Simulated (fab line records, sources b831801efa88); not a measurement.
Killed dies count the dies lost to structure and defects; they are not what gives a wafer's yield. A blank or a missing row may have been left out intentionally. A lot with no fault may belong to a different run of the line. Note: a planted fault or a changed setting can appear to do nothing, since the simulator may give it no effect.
Which of the tools did it? / flow sky130 / 12 lots, 36 wafers sampled, at 5 steps of a route of 708

WHAT THE GAUGES SHOWED, per wafer
SKY_FIELD_ISO_THK_MEAS_02. Usual: FIELD_ISO_OXIDATION_00_THK 12.03 nm, standard deviation 0.21.
lot=L292; measured=day 1 12:07; on=film metro-04; FIELD_ISO_OXIDATION_00_THK (nm)=12.10 11.66 11.90; flag=
lot=L295; measured=day 2 03:20; on=film metro-03; FIELD_ISO_OXIDATION_00_THK (nm)=11.81 11.83 11.90; flag=
lot=L297; measured=day 2 12:56; on=film metro-04; FIELD_ISO_OXIDATION_00_THK (nm)=12.30 12.22 12.05; flag=
lot=L299; measured=day 3 00:04; on=film metro-02; FIELD_ISO_OXIDATION_00_THK (nm)=11.83 12.02 11.92; flag=
lot=L300; measured=day 3 06:01; on=film metro-04; FIELD_ISO_OXIDATION_00_THK (nm)=11.95 11.80 11.76; flag=
lot=L301; measured=day 3 10:06; on=film metro-02; FIELD_ISO_OXIDATION_00_THK (nm)=12.15 12.07 12.29; flag=
lot=L302; measured=day 3 14:20; on=film metro-03; FIELD_ISO_OXIDATION_00_THK (nm)=12.06 12.16 12.26; flag=
lot=L303; measured=day 3 19:47; on=film metro-03; FIELD_ISO_OXIDATION_00_THK (nm)=12.03 12.26 12.11; flag=
lot=L304; measured=day 4 00:11; on=film metro-04; FIELD_ISO_OXIDATION_00_THK (nm)=11.90 12.30 12.01; flag=
lot=L312; measured=day 5 15:51; on=film metro-03; FIELD_ISO_OXIDATION_00_THK (nm)=12.23 12.13 12.21; flag=
lot=L313; measured=day 5 21:47; on=film metro-03; FIELD_ISO_OXIDATION_00_THK (nm)=12.33 12.26 12.33; flag=
lot=L315; measured=day 6 07:04; on=film metro-04; FIELD_ISO_OXIDATION_00_THK (nm)=11.74 11.78 11.92; flag=

SKY_VT_ADJUST_PCH_OVL_MEAS_07. Usual: VT_ADJUST_PCH_OVL 0.6 nm, standard deviation 1.4.
lot=L292; measured=day 10 08:10; on=overlay-02; VT_ADJUST_PCH_OVL (nm)=1.1 3.1 1.3; flag=
lot=L295; measured=day 11 18:31; on=overlay-01; VT_ADJUST_PCH_OVL (nm)=1.4 0.2 1.4; flag=
lot=L297; measured=day 12 01:13; on=overlay-02; VT_ADJUST_PCH_OVL (nm)=3.2 1.5 -2.4; flag=
lot=L299; measured=day 12 18:37; on=overlay-02; VT_ADJUST_PCH_OVL (nm)=0.8 0.2 0.4; flag=
lot=L300; measured=day 13 00:17; on=overlay-01; VT_ADJUST_PCH_OVL (nm)=-0.4 0.5 -0.1; flag=
lot=L301; measured=day 13 07:34; on=overlay-01; VT_ADJUST_PCH_OVL (nm)=-0.7 -1.8 -0.8; flag=
lot=L302; measured=day 13 13:07; on=overlay-02; VT_ADJUST_PCH_OVL (nm)=1.3 1.2 -0.7; flag=
lot=L303; measured=day 13 22:40; on=overlay-02; VT_ADJUST_PCH_OVL (nm)=0.1 0.7 0.8; flag=
lot=L304; measured=day 14 06:02; on=overlay-02; VT_ADJUST_PCH_OVL (nm)=0.5 1.5 0.0; flag=
lot=L312; measured=day 16 17:07; on=overlay-01; VT_ADJUST_PCH_OVL (nm)=-1.1 -2.2 0.2; flag=
lot=L313; measured=day 16 23:37; on=overlay-02; VT_ADJUST_PCH_OVL (nm)=0.1 2.7 2.6; flag=
lot=L315; measured=day 17 20:18; on=overlay-01; VT_ADJUST_PCH_OVL (nm)=0.1 1.0 0.2; flag=

SKY_SONOS_ONO_THK_MEAS_05. Usual: SONOS_ONO_CVD_04_THK 5.77 nm, standard deviation 0.12.
lot=L292; measured=day 11 13:06; on=film metro-03; SONOS_ONO_CVD_04_THK (nm)=5.67 5.72 5.65; flag=
lot=L295; measured=day 13 01:46; on=film metro-02; SONOS_ONO_CVD_04_THK (nm)=5.48 5.47 5.47; flag=
lot=L297; measured=day 13 09:20; on=film metro-02; SONOS_ONO_CVD_04_THK (nm)=5.95 5.92 5.86; flag=
lot=L299; measured=day 14 06:58; on=film metro-02; SONOS_ONO_CVD_04_THK (nm)=5.82 5.85 5.79; flag=
lot=L300; measured=day 14 09:49; on=film metro-04; SONOS_ONO_CVD_04_THK (nm)=5.85 5.70 5.80; flag=
lot=L301; measured=day 14 17:02; on=film metro-04; SONOS_ONO_CVD_04_THK (nm)=5.76 5.82 5.75; flag=
lot=L302; measured=day 14 21:10; on=film metro-02; SONOS_ONO_CVD_04_THK (nm)=5.12 5.27 5.28 5.17 5.24 5.22; flag=OFF
lot=L303; measured=day 15 10:44; on=film metro-04; SONOS_ONO_CVD_04_THK (nm)=4.97 5.01 5.15 5.01 5.10 5.08; flag=OFF
lot=L304; measured=day 15 15:03; on=film metro-03; SONOS_ONO_CVD_04_THK (nm)=5.21 5.31 5.12 5.28 5.33 5.20; flag=OFF
lot=L312; measured=day 18 05:20; on=film metro-02; SONOS_ONO_CVD_04_THK (nm)=5.82 5.80 5.86; flag=
lot=L313; measured=day 18 10:44; on=film metro-03; SONOS_ONO_CVD_04_THK (nm)=5.72 5.64 5.64; flag=
lot=L315; measured=day 19 10:14; on=film metro-04; SONOS_ONO_CVD_04_THK (nm)=5.79 5.77 5.77; flag=

SKY_LOCAL_INTERCONNECT_OVL_MEAS_12. Usual: LOCAL_INTERCONNECT_OVL -1 nm, standard deviation 5.5.
lot=L292; measured=day 30 04:59; on=overlay-02; LOCAL_INTERCONNECT_OVL (nm)=-2 -8 -10; flag=
lot=L295; measured=day 31 23:53; on=overlay-01; LOCAL_INTERCONNECT_OVL (nm)=6 -1 -9; flag=
lot=L297; measured=day 32 04:21; on=overlay-01; LOCAL_INTERCONNECT_OVL (nm)=-1 4 -2; flag=
lot=L299; measured=day 33 05:19; on=overlay-01; LOCAL_INTERCONNECT_OVL (nm)=5 7 5; flag=
lot=L300; measured=day 33 07:12; on=overlay-01; LOCAL_INTERCONNECT_OVL (nm)=0 -7 -6; flag=
lot=L301; measured=day 33 10:24; on=overlay-01; LOCAL_INTERCONNECT_OVL (nm)=5 4 8; flag=
lot=L302; measured=day 33 19:41; on=overlay-02; LOCAL_INTERCONNECT_OVL (nm)=1 3 -2; flag=
lot=L303; measured=day 34 05:02; on=overlay-02; LOCAL_INTERCONNECT_OVL (nm)=0 9 1; flag=
lot=L304; measured=day 34 12:20; on=overlay-01; LOCAL_INTERCONNECT_OVL (nm)=12 5 3; flag=
lot=L312; measured=day 36 20:50; on=overlay-02; LOCAL_INTERCONNECT_OVL (nm)=6 0 -1; flag=
lot=L313; measured=day 36 22:41; on=overlay-01; LOCAL_INTERCONNECT_OVL (nm)=3 -2 -2; flag=
lot=L315; measured=day 37 17:29; on=overlay-02; LOCAL_INTERCONNECT_OVL (nm)=-9 -5 -11; flag=

WHICH TOOL RAN EACH LOT (tool, then ch and the chambers of the sampled wafers, then the start)
lot=L292; SKY_SONOS_ONO_CVD_04=lpcvd-03 ch 1, day 11 11:50
lot=L295; SKY_SONOS_ONO_CVD_04=lpcvd-03 ch 1, day 13 00:31
lot=L297; SKY_SONOS_ONO_CVD_04=lpcvd-03 ch 0, day 13 08:04
lot=L299; SKY_SONOS_ONO_CVD_04=lpcvd-03 ch 1, day 14 05:43
lot=L300; SKY_SONOS_ONO_CVD_04=lpcvd-03 ch 0, day 14 08:32
lot=L301; SKY_SONOS_ONO_CVD_04=lpcvd-03 ch 1, day 14 15:44
lot=L302; SKY_SONOS_ONO_CVD_04=lpcvd-03 ch 1, day 14 19:55
lot=L303; SKY_SONOS_ONO_CVD_04=lpcvd-03 ch 1, day 15 09:28
lot=L304; SKY_SONOS_ONO_CVD_04=lpcvd-03 ch 1, day 15 13:47
lot=L312; SKY_SONOS_ONO_CVD_04=lpcvd-03 ch 0, day 18 04:05
lot=L313; SKY_SONOS_ONO_CVD_04=lpcvd-03 ch 1, day 18 09:29
lot=L315; SKY_SONOS_ONO_CVD_04=lpcvd-03 ch 0, day 19 08:59
- SKY_SONOS_ONO_CVD_04: deposits SiO2 from SiH4/N2O, target thk 5.7199 nm.

WHAT THE TOOLS THEMSELVES READ (means of the sampled wafers that have a number; where no wafer has one, the mark that the record gives instead)
SKY_SONOS_ONO_CVD_04. Usual: spike tc bottom C 915.6 C, standard deviation 1.4; spike tc centre C 900.6 C, standard deviation 1.6; spike tc lower C 901.8 C, standard deviation 1.2; spike tc top C 908 C, standard deviation 3; spike tc upper C 900.9 C, standard deviation 1.2.
lot=L292; tool=lpcvd-03; spike tc bottom C (C)=915.7; spike tc centre C (C)=902.3; spike tc lower C (C)=901.7; spike tc top C (C)=905; spike tc upper C (C)=900.6; flag=
lot=L295; tool=lpcvd-03; spike tc bottom C (C)=915.2; spike tc centre C (C)=901.8; spike tc lower C (C)=901.3; spike tc top C (C)=905; spike tc upper C (C)=899.9; flag=
lot=L297; tool=lpcvd-03; spike tc bottom C (C)=916.9; spike tc centre C (C)=899.9; spike tc lower C (C)=902.1; spike tc top C (C)=911; spike tc upper C (C)=902.3; flag=
lot=L299; tool=lpcvd-03; spike tc bottom C (C)=914.2; spike tc centre C (C)=900.7; spike tc lower C (C)=901.9; spike tc top C (C)=906; spike tc upper C (C)=900.7; flag=
lot=L300; tool=lpcvd-03; spike tc bottom C (C)=917.2; spike tc centre C (C)=899.1; spike tc lower C (C)=902.4; spike tc top C (C)=911; spike tc upper C (C)=901.6; flag=
lot=L301; tool=lpcvd-03; spike tc bottom C (C)=914.7; spike tc centre C (C)=902.2; spike tc lower C (C)=900.9; spike tc top C (C)=904; spike tc upper C (C)=900.8; flag=
lot=L302; tool=lpcvd-03; spike tc bottom C (C)=906.9; spike tc centre C (C)=894.4; spike tc lower C (C)=893.4; spike tc top C (C)=898; spike tc upper C (C)=893.5; flag=OFF
lot=L303; tool=lpcvd-03; spike tc bottom C (C)=906.4; spike tc centre C (C)=893.3; spike tc lower C (C)=892.8; spike tc top C (C)=897; spike tc upper C (C)=892.4; flag=OFF
lot=L304; tool=lpcvd-03; spike tc bottom C (C)=907.1; spike tc centre C (C)=892.4; spike tc lower C (C)=893.6; spike tc top C (C)=898; spike tc upper C (C)=892.6; flag=OFF
lot=L312; tool=lpcvd-03; spike tc bottom C (C)=916.1; spike tc centre C (C)=898.1; spike tc lower C (C)=903.9; spike tc top C (C)=911; spike tc upper C (C)=901.2; flag=
lot=L313; tool=lpcvd-03; spike tc bottom C (C)=915.3; spike tc centre C (C)=900.1; spike tc lower C (C)=901.5; spike tc top C (C)=905; spike tc upper C (C)=900.0; flag=
lot=L315; tool=lpcvd-03; spike tc bottom C (C)=916.0; spike tc centre C (C)=899.4; spike tc lower C (C)=902.9; spike tc top C (C)=910; spike tc upper C (C)=900.3; flag=

THE ANSWER, worked out from the rows above alone
Rule: lot off if the mean of its wafers having a number is beyond 3 standard deviations from the usual mean. Also off: a lot with no number at a reading for which 4 or more lots have one. Any other lot the step has rows for is counted as sound. The gauges are gone through in route order, then the tools' own readings, and for those a lot's mean is taken as printed above. At the first step where some lot is off, the reading lying furthest off is the one used; lots without a number count as furthest.
Off: L302, L303, L304, at SKY_SONOS_ONO_THK_MEAS_05 (SONOS_ONO_CVD_04_THK).
A tool fits if, at a process step before that reading, it ran every lot that is off, and no sound lot after the first of them. The gauges at SKY_SONOS_ONO_THK_MEAS_05 aren't tried: what is off there is off at SKY_SONOS_ONO_CVD_04 too, on other tools, and a gauge's error can't cause that. Of those tried, none fits.

WHAT THE SIMULATOR PUT IN
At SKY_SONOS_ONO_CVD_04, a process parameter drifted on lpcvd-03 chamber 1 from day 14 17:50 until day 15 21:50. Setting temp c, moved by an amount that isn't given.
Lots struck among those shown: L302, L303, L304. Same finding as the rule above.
